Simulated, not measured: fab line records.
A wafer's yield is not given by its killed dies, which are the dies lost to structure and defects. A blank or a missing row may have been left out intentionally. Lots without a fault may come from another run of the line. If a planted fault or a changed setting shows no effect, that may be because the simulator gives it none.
fab line records + flow sfq-line
[record]
- lots = 13
- wafers = 39
- last-day = 89
route steps=325 shown JJ@186 M7@291 I7@299
lots untouched by any fault: they come from a run of this same line in which no faults occurred
start-h: hours from the record's opening day to when the first of the lot's shown wafers began + wait-h: time in hours since the lot's previous step + " same as the row above + L1.1+2: a row that stands for several wafers + - value missing, or start not given + * or withheld: withheld + < > ~ a bound
route shown NAME@n: NAME is a module with steps in the file, n the number in the route of the first one + usual: average and standard deviation across the fault-free wafers + same: alike in all rows + chamber/n: place in a boat + sites: per-site readings + _std_site: their standard deviation + _edge_site: the outer-site mean with the inner-site mean subtracted + radius-mm: for every site, how far away it sits from the centre of the wafer + mask NAME#n: copy n + behind: the last tool/chamber to shape the wafer + hold: reason for holding the lot/hours on hold/outcome of the hold + device: the transistor (n, p or np) that didn't switch + end of line: tests run on the same wafers once the route is complete + a step without rows: its recipe alone + killed: at the first sort, the dies lost to defects and structure; wafer yield is something else + map: shows each die of a wafer: x if killed, . if not, _ if none is there
set.NAME: the setting that was run; set.NAME@STEP: the one run at that earlier step + model.NAME: the simulator's own value behind a step, which no gauge read
a sample of lots followed through the steps of the route, with each step as a table and each wafer as a row
services: from which hour (start-h, from the record's first day; less than 0 if before it) a tool's chamber was out of use, for how many hours, and why
[[steps]]
[step SFQ_TRILAYER_JJ_CE_LITHO_COAT_114]
[recipe]
- resist = KrF
- spin-rpm = 3000
- resist-thk-nm = 600
[usual]
- chill-plate-temp-C = 23.01/0.1
- spin-speed-rpm = 2999.9/2.1
| lot.wafer | tool           | chamber | start-h | wait-h | chill-plate-temp-C | spin-speed-rpm |
|-----------|----------------|---------|---------|--------|--------------------|----------------|
| L375.1    | litho-track-01 | 0       | 869.29  | 0.2    | 23.06              | 2999.8         |
| L375.2    | "              | 0       | "       | "      | 23.06              | 2998.8         |
| L375.6    | "              | 0       | "       | "      | 23.09              | 3000.3         |
| L376.1    | litho-track-03 | 0       | 1018.63 | 0.2    | 22.94              | 3000.9         |
| L376.4    | "              | 0       | "       | "      | 22.92              | 3002.7         |
| L376.5    | "              | 0       | "       | "      | 23.07              | 2996.6         |
| L377.1    | litho-track-01 | 0       | 1021.03 | 0.2    | 23.12              | 3005.8         |
| L377.4    | "              | 0       | "       | "      | 23.03              | 3002.9         |
| L377.6    | "              | 0       | "       | "      | 23.01              | 2999.2         |
| L378.1    | litho-track-03 | 0       | 1022.23 | 0.2    | 23.13              | 2999.6         |
| L378.5    | "              | 0       | "       | "      | 23.08              | 2999.7         |
| L378.6    | "              | 0       | "       | "      | 22.93              | 3001.6         |
| L381.1    | litho-track-03 | 0       | 1209.38 | 0.2    | 23.09              | 3000.0         |
| L381.2    | "              | 0       | "       | "      | 23.23              | 2999.2         |
| L381.4    | "              | 0       | "       | "      | 23.15              | 2999.4         |
| L382.4    | litho-track-02 | 0       | 1235.66 | 0.2    | 22.93              | 3002.1         |
| L382.5    | "              | 0       | "       | "      | 22.93              | 3001.7         |
| L382.6    | "              | 0       | "       | "      | 22.93              | 3000.2         |
| L383.2    | litho-track-01 | 0       | 1242.76 | 0.2    | 23.19              | 2997.8         |
| L383.3    | "              | 0       | "       | "      | 22.99              | 3000.3         |
| L383.4    | "              | 0       | "       | "      | 23.17              | 2994.7         |
| L385.1    | litho-track-01 | 0       | 1258.31 | 0.2    | 23.05              | 3005.0         |
| L385.4    | "              | 0       | "       | "      | 22.99              | 2998.2         |
| L385.5    | "              | 0       | "       | "      | 22.82              | 2999.0         |
| L386.2    | litho-track-01 | 0       | 1266.81 | 0.2    | 23.02              | 2999.9         |
| L386.4    | "              | 0       | "       | "      | 22.99              | 2997.1         |
| L386.6    | "              | 0       | "       | "      | 23.19              | 2999.4         |
| L387.1    | litho-track-01 | 0       | 1267.96 | 0.2    | 22.86              | 2999.4         |
| L387.3    | "              | 0       | "       | "      | 22.98              | 3003.1         |
| L387.4    | "              | 0       | "       | "      | 23.16              | 3006.6         |
| L396.1    | litho-track-02 | 0       | 1362.67 | 0.2    | 23.06              | 2996.8         |
| L396.3    | "              | 0       | "       | "      | 23.18              | 3000.4         |
| L396.6    | "              | 0       | "       | "      | 23.12              | 3000.2         |
| L397.1    | litho-track-03 | 0       | 1374.21 | 0.2    | 23.07              | 2999.1         |
| L397.3    | "              | 0       | "       | "      | 22.96              | 3000.5         |
| L397.4    | "              | 0       | "       | "      | 23.07              | 2998.7         |
| L398.2    | litho-track-02 | 0       | 1377.86 | 0.2    | 23.01              | 2999.0         |
| L398.4    | "              | 0       | "       | "      | 23.02              | 2999.8         |
| L398.5    | "              | 0       | "       | "      | 22.96              | 2999.9         |
[step SFQ_TRILAYER_JJ_CE_METRO_MEASURE_117]
[usual]
- cd-nm = 700.0/1.4
| lot.wafer | tool      | chamber | start-h | wait-h | cd-nm |
|-----------|-----------|---------|---------|--------|-------|
| L375.1    | cd-sem-01 | -       | 1017.10 | 0.0    | 699.1 |
| L375.2    | "         | -       | "       | "      | 698.7 |
| L375.6    | "         | -       | "       | "      | 700.5 |
| L376.1    | cd-sem-02 | -       | 1020.62 | 0.0    | 701.9 |
| L376.4    | "         | -       | "       | "      | 701.6 |
| L376.5    | "         | -       | "       | "      | 701.8 |
| L377.1    | cd-sem-01 | -       | 1023.02 | 0.0    | 699.5 |
| L377.4    | "         | -       | "       | "      | 700.8 |
| L377.6    | "         | -       | "       | "      | 699.2 |
| L378.1    | cd-sem-02 | -       | 1024.22 | 0.0    | 699.8 |
| L378.5    | "         | -       | "       | "      | 700.4 |
| L378.6    | "         | -       | "       | "      | 700.0 |
| L381.1    | cd-sem-01 | -       | 1213.13 | 0.0    | 700.4 |
| L381.2    | "         | -       | "       | "      | 700.8 |
| L381.4    | "         | -       | "       | "      | 701.4 |
| L382.4    | cd-sem-02 | -       | 1238.22 | 0.6    | 699.5 |
| L382.5    | "         | -       | "       | "      | 698.7 |
| L382.6    | "         | -       | "       | "      | 698.5 |
| L383.2    | cd-sem-01 | -       | 1244.90 | 0.2    | 699.3 |
| L383.3    | "         | -       | "       | "      | 698.3 |
| L383.4    | "         | -       | "       | "      | 698.6 |
| L385.1    | cd-sem-01 | -       | 1399.46 | 0.0    | 701.4 |
| L385.4    | "         | -       | "       | "      | 701.5 |
| L385.5    | "         | -       | "       | "      | 701.1 |
| L386.2    | cd-sem-02 | -       | 1406.86 | 0.2    | 700.2 |
| L386.4    | "         | -       | "       | "      | 699.7 |
| L386.6    | "         | -       | "       | "      | 701.3 |
| L387.1    | cd-sem-01 | -       | 1410.26 | 0.0    | 706.8 |
| L387.3    | "         | -       | "       | "      | 706.1 |
| L387.4    | "         | -       | "       | "      | 705.1 |
| L396.1    | cd-sem-02 | -       | 1504.73 | 0.0    | 697.8 |
| L396.3    | "         | -       | "       | "      | 698.5 |
| L396.6    | "         | -       | "       | "      | 698.5 |
| L397.1    | cd-sem-01 | -       | 1515.53 | 0.0    | 699.6 |
| L397.3    | "         | -       | "       | "      | 700.5 |
| L397.4    | "         | -       | "       | "      | 699.2 |
| L398.2    | cd-sem-02 | -       | 1518.13 | 0.2    | 698.1 |
| L398.4    | "         | -       | "       | "      | 698.5 |
| L398.5    | "         | -       | "       | "      | 699.2 |
[step SFQ_M7_OVL_MEAS_945]
[usual]
- M7_OVL = -2/5.3
| lot.wafer | tool       | chamber | start-h | wait-h | M7_OVL[nm] |
|-----------|------------|---------|---------|--------|------------|
| L375.1    | overlay-01 | -       | 1733.22 | 0.1    | -5         |
| L375.2    | "          | -       | "       | "      | 0          |
| L375.6    | "          | -       | "       | "      | -6         |
| L376.1    | overlay-01 | -       | 1735.62 | 0.1    | 0          |
| L376.4    | "          | -       | "       | "      | -8         |
| L376.5    | "          | -       | "       | "      | -6         |
| L377.1    | overlay-01 | -       | 1746.42 | 0.1    | 2          |
| L377.4    | "          | -       | "       | "      | -6         |
| L377.6    | "          | -       | "       | "      | -6         |
| L378.1    | overlay-01 | -       | 1748.95 | 0.1    | 8          |
| L378.5    | "          | -       | "       | "      | 6          |
| L378.6    | "          | -       | "       | "      | 2          |
| L381.1    | overlay-01 | -       | 1758.55 | 0.1    | 7          |
| L381.2    | "          | -       | "       | "      | 6          |
| L381.4    | "          | -       | "       | "      | 5          |
| L382.4    | overlay-01 | -       | 1805.53 | 0.1    | -5         |
| L382.5    | "          | -       | "       | "      | -3         |
| L382.6    | "          | -       | "       | "      | -10        |
| L383.2    | overlay-01 | -       | 1810.08 | 0.1    | -2         |
| L383.3    | "          | -       | "       | "      | 2          |
| L383.4    | "          | -       | "       | "      | -4         |
| L385.1    | overlay-01 | -       | 1816.85 | 0.1    | -5         |
| L385.4    | "          | -       | "       | "      | -2         |
| L385.5    | "          | -       | "       | "      | -12        |
| L386.2    | overlay-01 | -       | 1934.51 | 0.1    | -6         |
| L386.4    | "          | -       | "       | "      | -6         |
| L386.6    | "          | -       | "       | "      | -3         |
| L387.1    | overlay-01 | -       | 1936.97 | 0.1    | 2          |
| L387.3    | "          | -       | "       | "      | -1         |
| L387.4    | "          | -       | "       | "      | 0          |
| L396.1    | overlay-01 | -       | 2073.23 | 0.1    | -7         |
| L396.3    | "          | -       | "       | "      | -10        |
| L396.6    | "          | -       | "       | "      | -5         |
| L397.1    | overlay-01 | -       | 2081.63 | 0.1    | -1         |
| L397.3    | "          | -       | "       | "      | 9          |
| L397.4    | "          | -       | "       | "      | -2         |
| L398.2    | overlay-02 | -       | 2084.03 | 0.1    | -7         |
| L398.4    | "          | -       | "       | "      | -1         |
| L398.5    | "          | -       | "       | "      | 0          |
[step SFQ_TRILAYER_I7_METRO_MEASURE_185]
[usual]
- thk-nm = 200.1/1.2
| lot.wafer | tool          | chamber | start-h | wait-h | thk-nm |
|-----------|---------------|---------|---------|--------|--------|
| L375.1    | film-metro-01 | -       | 1738.02 | 0.1    | 200.5  |
| L375.2    | "             | -       | "       | "      | 197.4  |
| L375.6    | "             | -       | "       | "      | 197.7  |
| L376.1    | film-metro-03 | -       | 1741.02 | 0.1    | 201.9  |
| L376.4    | "             | -       | "       | "      | 199.9  |
| L376.5    | "             | -       | "       | "      | 202.0  |
| L377.1    | film-metro-01 | -       | 1750.62 | 0.1    | 202.2  |
| L377.4    | "             | -       | "       | "      | 201.3  |
| L377.6    | "             | -       | "       | "      | 200.9  |
| L378.1    | film-metro-04 | -       | 1753.50 | 0.1    | 200.5  |
| L378.5    | "             | -       | "       | "      | 200.0  |
| L378.6    | "             | -       | "       | "      | 201.0  |
| L381.1    | film-metro-04 | -       | 1762.74 | 0.1    | 199.2  |
| L381.2    | "             | -       | "       | "      | 199.6  |
| L381.4    | "             | -       | "       | "      | 200.8  |
| L382.4    | film-metro-01 | -       | 1810.30 | 0.6    | 199.9  |
| L382.5    | "             | -       | "       | "      | 199.0  |
| L382.6    | "             | -       | "       | "      | 200.5  |
| L383.2    | film-metro-03 | -       | 1814.47 | 0.3    | 202.1  |
| L383.3    | "             | -       | "       | "      | 198.8  |
| L383.4    | "             | -       | "       | "      | 201.1  |
| L385.1    | film-metro-04 | -       | 1821.05 | 0.1    | 198.3  |
| L385.4    | "             | -       | "       | "      | 197.8  |
| L385.5    | "             | -       | "       | "      | 199.5  |
| L386.2    | film-metro-01 | -       | 1938.90 | 0.3    | 197.6  |
| L386.4    | "             | -       | "       | "      | 199.8  |
| L386.6    | "             | -       | "       | "      | 197.7  |
| L387.1    | film-metro-01 | -       | 1941.70 | 0.1    | 201.9  |
| L387.3    | "             | -       | "       | "      | 200.6  |
| L387.4    | "             | -       | "       | "      | 199.8  |
| L396.1    | film-metro-01 | -       | 2077.42 | 0.1    | 199.4  |
| L396.3    | "             | -       | "       | "      | 199.3  |
| L396.6    | "             | -       | "       | "      | 198.8  |
| L397.1    | film-metro-04 | -       | 2085.84 | 0.1    | 200.1  |
| L397.3    | "             | -       | "       | "      | 202.5  |
| L397.4    | "             | -       | "       | "      | 201.1  |
| L398.2    | film-metro-03 | -       | 2088.42 | 0.3    | 201.4  |
| L398.4    | "             | -       | "       | "      | 198.9  |
| L398.5    | "             | -       | "       | "      | 201.5  |
[step SFQ_TRILAYER_I7_VIA_BARC_OPEN_VIA_ETCH_260]
[recipe]
- mask-material = PR
- chemistry = O2
- target-depth-nm = 125
- target = BARC
- source-w = 500
- bias-w = 80
- pressure-mtorr = 30
- time-s = 41.7
[usual]
- drypump-motor-current-A = 5.9/0.53
- oes-product-au = 0.685/0.005
| lot.wafer | tool        | chamber | start-h | wait-h | drypump-motor-current-A | oes-product-au | rf-hours-counter-h |
|-----------|-------------|---------|---------|--------|-------------------------|----------------|--------------------|
| L375.1    | rie-diel-02 | 2       | 1851.16 | 0.0    | 6.0                     | 0.680          | 14                 |
| L375.2    | "           | 1       | "       | "      | 6.3                     | 0.689          | 19                 |
| L375.6    | "           | 0       | "       | "      | 6.1                     | 0.680          | -                  |
| L376.1    | rie-diel-03 | 3       | 1853.56 | 0.0    | 6.1                     | 0.684          | 16                 |
| L376.4    | "           | 2       | "       | "      | 5.0                     | 0.691          | 16                 |
| L376.5    | "           | 1       | "       | "      | 6.3                     | 0.690          | -                  |
| L377.1    | rie-diel-03 | 0       | 1865.35 | 0.0    | 5.0                     | 0.688          | 3                  |
| L377.4    | "           | 1       | "       | "      | 6.3                     | 0.688          | -                  |
| L377.6    | "           | 3       | "       | "      | 6.1                     | 0.683          | -                  |
| L378.1    | rie-diel-04 | 0       | 1866.55 | 0.0    | 6.3                     | 0.686          | 15                 |
| L378.5    | "           | 3       | "       | "      | 6.7                     | 0.678          | -                  |
| L378.6    | "           | 0       | "       | "      | 6.3                     | 0.685          | -                  |
| L381.1    | rie-diel-02 | 1       | 1880.54 | 0.0    | 6.3                     | 0.681          | 19                 |
| L381.2    | "           | 3       | "       | "      | 5.6                     | 0.679          | 18                 |
| L381.4    | "           | 2       | "       | "      | 6.1                     | 0.692          | 15                 |
| L382.4    | rie-diel-03 | 3       | 1923.74 | 0.0    | 6.1                     | 0.685          | 17                 |
| L382.5    | "           | 1       | "       | "      | 6.3                     | 0.688          | -                  |
| L382.6    | "           | 0       | "       | "      | 5.0                     | 0.678          | -                  |
| L383.2    | rie-diel-03 | 1       | 1927.34 | 0.0    | 6.3                     | 0.682          | 3                  |
| L383.3    | "           | 3       | "       | "      | 6.1                     | 0.680          | 17                 |
| L383.4    | "           | 0       | "       | "      | 4.9                     | 0.686          | 4                  |
| L385.1    | rie-diel-03 | 0       | 1933.47 | 0.0    | 4.9                     | 0.693          | 4                  |
| L385.4    | "           | 3       | "       | "      | 6.1                     | 0.682          | 17                 |
| L385.5    | "           | 0       | "       | "      | 4.9                     | 0.687          | -                  |
| L386.2    | rie-diel-02 | 0       | 1943.01 | 0.0    | 6.2                     | 0.680          | 8                  |
| L386.4    | "           | 3       | "       | "      | 5.6                     | 0.689          | 18                 |
| L386.6    | "           | 3       | "       | "      | 5.6                     | 0.679          | -                  |
| L387.1    | rie-diel-04 | 1       | 1945.41 | 0.0    | 5.2                     | 0.685          | 2                  |
| L387.3    | "           | 3       | "       | "      | 6.7                     | 0.673          | 17                 |
| L387.4    | "           | 2       | "       | "      | 6.5                     | 0.691          | 13                 |
| L396.1    | rie-diel-02 | 3       | 2109.86 | 0.0    | 5.6                     | 0.685          | 2                  |
| L396.3    | "           | 1       | "       | "      | 6.3                     | 0.689          | 4                  |
| L396.6    | "           | 1       | "       | "      | 6.3                     | 0.690          | -                  |
| L397.1    | rie-diel-04 | 2       | 2111.06 | 0.0    | 6.5                     | 0.688          | 15                 |
| L397.3    | "           | 3       | "       | "      | 6.7                     | 0.677          | 2                  |
| L397.4    | "           | 2       | "       | "      | 6.5                     | 0.685          | -                  |
| L398.2    | rie-diel-03 | 1       | 2112.26 | 0.0    | 6.3                     | 0.686          | 7                  |
| L398.4    | "           | 2       | "       | "      | 5.0                     | 0.686          | 2                  |
| L398.5    | "           | 0       | "       | "      | 5.0                     | 0.687          | -                  |
[[services]]
| tool      | chamber | start-h | hours | kind   |
|-----------|---------|---------|-------|--------|
| cd-sem-01 | -       | 854.54  | 0.5   | pm     |
| cd-sem-01 | -       | 924.28  | 0.1   | pm     |
| cd-sem-01 | -       | 946.05  | 1.8   | pm     |
| cd-sem-01 | -       | 992.23  | 1.1   | pm     |
| cd-sem-01 | -       | 996.02  | 0.1   | pm     |
| cd-sem-01 | -       | 1037.94 | 0.3   | pm     |
| cd-sem-01 | -       | 1108.28 | 0.8   | pm     |
| cd-sem-01 | -       | 1180.02 | 0.9   | pm     |
| cd-sem-01 | -       | 1221.94 | 2.4   | pm     |
| cd-sem-01 | -       | 1262.23 | 0.6   | pm     |
| cd-sem-01 | -       | 1292.28 | 0.8   | pm     |
| cd-sem-01 | -       | 1364.02 | 1.6   | pm     |
| cd-sem-01 | -       | 1405.94 | 2.0   | pm     |
| cd-sem-01 | -       | 1486.12 | 1.3   | pm     |
| cd-sem-01 | -       | 1532.23 | 0.5   | pm     |
| cd-sem-01 | -       | 1548.02 | 0.6   | pm     |
| cd-sem-01 | -       | 1589.94 | 5.2   | pm     |
| cd-sem-01 | -       | 1660.28 | 0.5   | pm     |
| cd-sem-01 | -       | 1732.02 | 0.8   | pm     |
| cd-sem-01 | -       | 1773.94 | 2.2   | pm     |
| cd-sem-01 | -       | 1802.23 | 0.6   | pm     |
| cd-sem-01 | -       | 1830.87 | 3.2   | repair |
| cd-sem-01 | -       | 1844.28 | 0.8   | pm     |
| cd-sem-01 | -       | 1905.26 | 18.6  | repair |
[[key]]
[first-sign]
- step = SFQ_TRILAYER_JJ_CE_METRO_MEASURE_117
- reading = cd-nm
- direction = up
- sigmas = 4.2
- usual = 700.0
- struck = 706.0
effect none on later readings
met-at SFQ_TRILAYER_JJ_CE_LITHO_COAT_114
struck-lots L387
not-acting-at SFQ_M7_OVL_MEAS_945,SFQ_TRILAYER_I7_METRO_MEASURE_185,SFQ_TRILAYER_I7_VIA_BARC_OPEN_VIA_ETCH_260
onset-between 1266.81 1267.96
[fault]
- kind = process-parameter-drift
- tool = litho-track-01
- chamber = -
- onset-h = 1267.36
- steps = SFQ_TRILAYER_JJ_CE_LITHO_COAT_114
- channel = resist-thk-nm
- offset = 142.36
- shape = step
- end-h = 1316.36
- acts-in = these-recipes-only
- stated = 600
